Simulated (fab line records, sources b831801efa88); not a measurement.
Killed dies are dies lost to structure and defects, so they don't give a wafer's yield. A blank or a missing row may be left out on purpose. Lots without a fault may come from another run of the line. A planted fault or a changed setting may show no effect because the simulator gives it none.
A struck lot beside a sound one | flow sky130 | 16 steps out of a route of 708
Sound: wafers L587.4, L587.5, L587.6. Struck: wafers L590.1, L590.2, L590.3. The cause comes at the end.
At each step with rows: each side's tool, then ch and its chambers, then its first start. Under that, the readings that differ: sound wafers | struck wafers | difference of the means | sigmas: that difference in standard deviations of wafers without a fault.
alike: readings whose means differ by less than 2 such deviations, and words and numbers that are the same on both sides. not compared: withheld readings, readings that some wafer has no value for, bounds like >300 that may hide the same value, and numbers for which the record gives no deviation and whose values overlap.
The two part at a step that has a row with sigmas, a row that says differs or no value, or rows on one side only. Numbers that don't overlap but have no deviation are shown without sigmas and don't part them. A reading that every wafer of one side lacks parts them only if that side has two wafers or more.

SKY_LOCAL_INTERCONNECT_THK_MEAS_02: measures by xrf.
  sound on film_metro-04, day 32 12:19; struck on film_metro-01, day 33 16:42
  alike: LOCAL_INTERCONNECT_TIN_THK
then, 8 steps without rows for these wafers: SKY_LOCAL_INTERCONNECT_DEHYDRATE_03 (time 60 s); SKY_LOCAL_INTERCONNECT_HMDS_04 (prime time 60 s); SKY_LOCAL_INTERCONNECT_COAT_05 (resist thk 60 nm); SKY_LOCAL_INTERCONNECT_COAT_06 (resist thk 450 nm); SKY_LOCAL_INTERCONNECT_SOFTBAKE_07 (time 90 s); SKY_LOCAL_INTERCONNECT_EXPOSE_08 (exposes mask LI1M, target cd 170 nm); SKY_LOCAL_INTERCONNECT_PEB_09; SKY_LOCAL_INTERCONNECT_DEVELOP_10 (develop time 60 s).
SKY_LOCAL_INTERCONNECT_CD_MEAS_11: target cd 170 nm.
  sound on cd_sem-02, day 33 14:32; struck on cd_sem-01, day 34 19:50
  alike: cd_nm
SKY_LOCAL_INTERCONNECT_OVL_MEAS_12:
  sound on overlay-01, day 33 14:37; struck on overlay-02, day 34 19:57
  alike: LOCAL_INTERCONNECT_OVL
SKY_LOCAL_INTERCONNECT_ETCH_13: etches BARC in N2/H2, stops on SiO2, time 45.9 s, target depth 60 nm.
  sound on rie_metal-01 ch 0,1, day 33 14:40; struck on rie_metal-03 ch 0,1, day 34 19:59
  alike: bias_w, chamber_pressure_mTorr, drypump_motor_current_A, oes_product_au, throttle_valve_pct
  not compared: rf_hours_counter_h
SKY_LOCAL_INTERCONNECT_METAL_ETCH_14: etches TiN in Cl2/BCl3, stops on PSG, target depth 110 nm, time 31.4 s.
  sound on rie_metal-01 ch 0,1, day 33 14:43; struck on rie_metal-03 ch 0,1, day 34 20:03
  no value came back on the struck wafers for any of 5 readings (bcl3_flow_sccm (sccm), bias_w (W) and others); on the sound wafers bcl3_flow_sccm (sccm) reads 29.89 30.00 29.99
  reading                                                   | sound             | struck          | difference | sigmas
  model.KrF-thick_of_LOCAL_INTERCONNECT_COAT_06.thk_nm (nm) | 346.5 344.9 347.7 | 390 391.6 390.7 | +44        |
  not compared: rf_hours_counter_h
SKY_LOCAL_INTERCONNECT_STRIP_15: strips in O2/N2.
  sound on plasma_asher-04 ch 0,1, day 33 14:47; struck on plasma_asher-01 ch 0,1, day 34 20:06
  reading                      | sound             | struck            | difference | sigmas
  oes_product_au (a.u.)        | 0.431 0.433 0.433 | 0.452 0.447 0.449 | +0.017     | +3
  strip_time_to_endpoint_s (s) | 4.700 4.667 4.730 | 5.165 5.206 5.154 | +0.476     | +23
  alike: drypump_motor_current_A
  not compared: rf_hours_counter_h
then, 1 step without rows for these wafers: SKY_LOCAL_INTERCONNECT_STRIP_16 (strips in post etch residue remover, time 1200 s).
-- the record jumps here: 14 days lie between the struck wafers' starts before and after (it left off in module LOCAL_INTERCONNECT and takes up again in module PAD_OPEN, whose first step shown is number 708 of the route) --
SKY_PAD_OPEN_PROBE_99:
  the record has rows for the struck wafers here (prober-02, day 49 02:51) and none for the sound ones

WHERE THEY PART
First at SKY_LOCAL_INTERCONNECT_METAL_ETCH_14; last, within this record, at SKY_PAD_OPEN_PROBE_99.

WHY: what the simulator had put in
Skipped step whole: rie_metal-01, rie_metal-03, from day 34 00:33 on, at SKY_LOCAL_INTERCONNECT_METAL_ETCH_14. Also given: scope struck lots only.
